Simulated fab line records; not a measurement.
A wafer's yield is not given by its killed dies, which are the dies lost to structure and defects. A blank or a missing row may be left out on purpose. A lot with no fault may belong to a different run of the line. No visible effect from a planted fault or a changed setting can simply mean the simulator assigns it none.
Matching of chambers :: flow sky130 :: SKY_VIA4_ETCH_12 on rie diel-01: 4 sister chambers
The step etches SiO2 in C4F8/O2/Ar, stops on TiN, target depth 580 nm. 4 wafers are shown with their chamber, then 8 later ones without.

EACH WAFER AND ITS CHAMBER
wafer: L085.4
chamber: 1
oes product au (a.u.): 0.926

wafer: L088.1
chamber: 0
oes product au (a.u.): 0.927

wafer: L088.6
chamber: 2
oes product au (a.u.): 0.922

wafer: L092.1
chamber: 3
oes product au (a.u.): 0.929

WAFERS MISSING THEIR CHAMBER
wafer: L092.3
oes product au (a.u.): 0.926

wafer: L092.4
oes product au (a.u.): 0.920

wafer: L093.2
oes product au (a.u.): 0.926

wafer: L093.3
oes product au (a.u.): 0.917

wafer: L093.4
oes product au (a.u.): 0.929

wafer: L096.1
oes product au (a.u.): 0.928

wafer: L096.3
oes product au (a.u.): 0.924

wafer: L096.5
oes product au (a.u.): 0.930

EACH ONE'S CHAMBER
wafer: L092.3
from the rows above: can't be placed: 1 or 0 or 3 or 2
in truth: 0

wafer: L092.4
from the rows above: can't be placed: 2 or 1
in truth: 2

wafer: L093.2
from the rows above: can't be placed: 1 or 0 or 3 or 2
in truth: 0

wafer: L093.3
from the rows above: can't be placed: 2 or 1
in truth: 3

wafer: L093.4
from the rows above: can't be placed: 3 or 0 or 1
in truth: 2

wafer: L096.1
from the rows above: can't be placed: 0 or 3 or 1
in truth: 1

wafer: L096.3
from the rows above: can't be placed: 1 or 2 or 0 or 3
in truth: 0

wafer: L096.5
from the rows above: can't be placed: 3 or 0 or 1
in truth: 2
Correctly placed: 0 of 8. Can't be placed from these rows: 8 (the true chamber is among the candidates in 5). Number placed wrongly: 0.
How it was worked out, from the rows above alone: a wafer's distance from a chamber is the root of the sum, over the readings, of the square of ((its reading less the chamber's mean) divided by the reading's scatter). If the next closest chamber is less than 2 further off than the closest, the wafer can't be placed; otherwise it belongs to the closest. Each chamber's mean is taken over the wafers shown for it. The scatter (one wafer shown for each chamber): square how far every hidden wafer sits from the nearest shown wafer, average those squares and take the square root.
